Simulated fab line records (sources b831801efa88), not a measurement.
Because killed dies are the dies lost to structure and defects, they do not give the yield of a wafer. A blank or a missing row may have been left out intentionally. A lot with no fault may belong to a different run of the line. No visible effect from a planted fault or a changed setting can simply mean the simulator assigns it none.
Check for tools in common -- flow sfqLine -- 14 lots and 42 wafers in the sample

== REASON IT WAS OPENED ==
At SFQ_R5_RS_MEAS_933 the reading R5_MONX_RS is flagged on 2 of 14 lots. Wafers without a fault read 7.09 ohm/sq, standard deviation 0.082.
Rule: flag the lot when none of its wafers has a number, or when each of its wafers that has one lies beyond 4 standard deviations from that mean. All remaining lots are regarded as sound.

lot,measured,on,"R5_MONX_RS (ohm/sq), wafer by wafer",flag
L254,day 58 23:22,filmMetro-02,7.28 7.24 7.30,
L256,day 59 11:29,filmMetro-03,7.15 7.08 7.12,
L257,day 59 15:23,filmMetro-03,7.15 7.11 7.08,
L261,day 60 02:28,filmMetro-03,7.17 7.18 7.16,
L262,day 60 05:30,filmMetro-02,7.08 7.06 7.02,
L263,day 60 08:26,filmMetro-03,7.16 7.15 7.12,
L264,day 60 11:28,filmMetro-04,7.10 7.12 7.11,
L265,day 61 21:37,filmMetro-04,9.30 9.31 9.34,FLAGGED
L267,day 62 12:49,filmMetro-04,7.00 7.06 7.01,
L268,day 62 15:49,filmMetro-03,9.21 9.38 9.20,FLAGGED
L270,day 64 11:02,filmMetro-03,7.04 7.09 7.08,
L274,day 69 10:55,filmMetro-03,7.11 7.12 7.16,
L275,day 69 13:56,filmMetro-02,6.93 6.97 7.00,
L276,day 69 19:56,filmMetro-02,7.04 7.04 6.99,
The numbers of the flagged lots are 9.29 ohm/sq on average: +2.20 ohm/sq against the usual, or +27 standard deviations.

== EACH LOT AND THE TOOL IT RAN ON ==
Before the reading, the record contains 4 process steps out of a 325-step route. Cell contents, in order: the tool; ch with the chambers the sampled wafers went through; the start.
lot,flag,SFQ_TRILAYER_I4_VIA_STRIP_STRIP_107,SFQ_TRILAYER_JJ_CE_BARC_OPEN_RIE_150,SFQ_TRILAYER_R5_DEP_SPUTTER_133,SFQ_TRILAYER_R5_DEP_SPUTTER_134
L254,,"rieMetal-01 ch 0,1, day 47 14:22","rieMetal-01 ch 0,1, day 53 07:01","pvdSputter-05, day 58 23:17","pvdSputter-05, day 58 23:21"
L256,,"rieMetal-03 ch 0,1, day 48 08:34","rieMetal-04 ch 0,1, day 53 21:26","pvdSputter-03, day 59 11:22","pvdSputter-03, day 59 11:25"
L257,,"rieMetal-01 ch 0,1, day 48 14:22","rieMetal-02 ch 0, day 54 01:01","pvdSputter-05, day 59 15:19","pvdSputter-05, day 59 15:22"
L261,,"rieMetal-02 ch 0,1, day 48 23:58","rieMetal-01 ch 0,1, day 54 08:13","pvdSputter-03, day 60 02:22","pvdSputter-03, day 60 02:25"
L262,,"rieMetal-02 ch 0,1, day 49 03:46","rieMetal-01 ch 0,1, day 54 11:50","pvdSputter-05, day 60 05:22","pvdSputter-05, day 60 05:25"
L263,,"rieMetal-01 ch 0, day 49 07:10","rieMetal-01 ch 0,1, day 54 16:37","pvdSputter-03, day 60 08:22","pvdSputter-03, day 60 08:25"
L264,,"rieMetal-02 ch 0,1, day 49 08:59","rieMetal-04 ch 0,1, day 54 21:25","pvdSputter-05, day 60 11:22","pvdSputter-05, day 60 11:25"
L265,FLAGGED,"rieMetal-01 ch 0,1, day 51 11:15","rieMetal-02 ch 0, day 57 01:01","pvdSputter-05, day 61 21:32","pvdSputter-05, day 61 21:35"
L267,,"rieMetal-01 ch 0, day 52 03:47","rieMetal-04 ch 0,1, day 57 11:17","pvdSputter-03, day 62 12:43","pvdSputter-03, day 62 12:46"
L268,FLAGGED,"rieMetal-01 ch 0,1, day 52 13:29","rieMetal-01 ch 0, day 57 18:31","pvdSputter-05, day 62 15:43","pvdSputter-05, day 62 15:46"
L270,,"rieMetal-03 ch 0,1, day 55 06:50","rieMetal-04 ch 0,1, day 60 07:50","pvdSputter-03, day 64 10:55","pvdSputter-03, day 64 10:58"
L274,,"rieMetal-01 ch 0,1, day 61 12:45","rieMetal-02 ch 0,1, day 65 07:48","pvdSputter-05, day 69 10:51","pvdSputter-05, day 69 10:54"
L275,,"rieMetal-01 ch 0, day 61 15:09","rieMetal-02 ch 1, day 65 10:12","pvdSputter-04, day 69 13:51","pvdSputter-04, day 69 13:54"
L276,,"rieMetal-01 ch 0,1, day 61 19:57","rieMetal-02 ch 0,1, day 65 13:48","pvdSputter-03, day 69 19:51","pvdSputter-03, day 69 19:54"
What these steps do:
- SFQ_TRILAYER_I4_VIA_STRIP_STRIP_107: strips in O2.
- SFQ_TRILAYER_JJ_CE_BARC_OPEN_RIE_150: chemistry O2, target BARC, target depth 240 nm, time 80 s.
- SFQ_TRILAYER_R5_DEP_SPUTTER_133: material MoNx, target thk 40 nm, time 66.7 s.
- SFQ_TRILAYER_R5_DEP_SPUTTER_134: material Ti, target thk 5 nm, time 5 s.
- SFQ_R5_RS_MEAS_933: measures by four-point-probe.

== FLAGGED AGAINST TOTAL, ONE TOOL AT A TIME (gauges that did the reading follow at the end) ==
step,tool,lots run,flagged,share of the flagged lots,sound lots run after its first flagged lot
SFQ_TRILAYER_I4_VIA_STRIP_STRIP_107,rieMetal-01,9,2,all,"4 (L267,L274,L275,L276)"
SFQ_TRILAYER_I4_VIA_STRIP_STRIP_107,rieMetal-02,3,0,none,-
SFQ_TRILAYER_I4_VIA_STRIP_STRIP_107,rieMetal-03,2,0,none,-
SFQ_TRILAYER_JJ_CE_BARC_OPEN_RIE_150,rieMetal-01,5,1,some,0
SFQ_TRILAYER_JJ_CE_BARC_OPEN_RIE_150,rieMetal-02,5,1,some,"3 (L274,L275,L276)"
SFQ_TRILAYER_JJ_CE_BARC_OPEN_RIE_150,rieMetal-04,4,0,none,-
SFQ_TRILAYER_R5_DEP_SPUTTER_133,pvdSputter-03,6,0,none,-
SFQ_TRILAYER_R5_DEP_SPUTTER_133,pvdSputter-04,1,0,none,-
SFQ_TRILAYER_R5_DEP_SPUTTER_133,pvdSputter-05,7,2,all,1 (L274)
SFQ_TRILAYER_R5_DEP_SPUTTER_134,pvdSputter-03,6,0,none,-
SFQ_TRILAYER_R5_DEP_SPUTTER_134,pvdSputter-04,1,0,none,-
SFQ_TRILAYER_R5_DEP_SPUTTER_134,pvdSputter-05,7,2,all,1 (L274)
SFQ_R5_RS_MEAS_933,filmMetro-02,4,0,none,-
SFQ_R5_RS_MEAS_933,filmMetro-03,7,1,some,"2 (L270,L274)"
SFQ_R5_RS_MEAS_933,filmMetro-04,3,1,some,1 (L267)

== THE TABLE: WHAT IT ALLOWS ==
Every flagged lot was run by 3 rows of the table: rieMetal-01 at SFQ_TRILAYER_I4_VIA_STRIP_STRIP_107, pvdSputter-05 at SFQ_TRILAYER_R5_DEP_SPUTTER_133 and pvdSputter-05 at SFQ_TRILAYER_R5_DEP_SPUTTER_134.
- rieMetal-01 at SFQ_TRILAYER_I4_VIA_STRIP_STRIP_107: 2 of its 9 lots flagged. Lots that were sound ran on it after the first flagged one (L267, L274, L275, L276); a persistent fault on the entire tool would not allow that.
- pvdSputter-05 at SFQ_TRILAYER_R5_DEP_SPUTTER_133: 2 of its 7 lots flagged. Lots that were sound ran on it after the first flagged one (L274); a persistent fault on the entire tool would not allow that.
- pvdSputter-05 at SFQ_TRILAYER_R5_DEP_SPUTTER_134: 2 of its 7 lots flagged. Lots that were sound ran on it after the first flagged one (L274); a persistent fault on the entire tool would not allow that.
Not one row of the table ran every flagged lot while running no sound lot after the first.

== WHAT HAD BEEN PUT IN BY THE SIMULATOR ==
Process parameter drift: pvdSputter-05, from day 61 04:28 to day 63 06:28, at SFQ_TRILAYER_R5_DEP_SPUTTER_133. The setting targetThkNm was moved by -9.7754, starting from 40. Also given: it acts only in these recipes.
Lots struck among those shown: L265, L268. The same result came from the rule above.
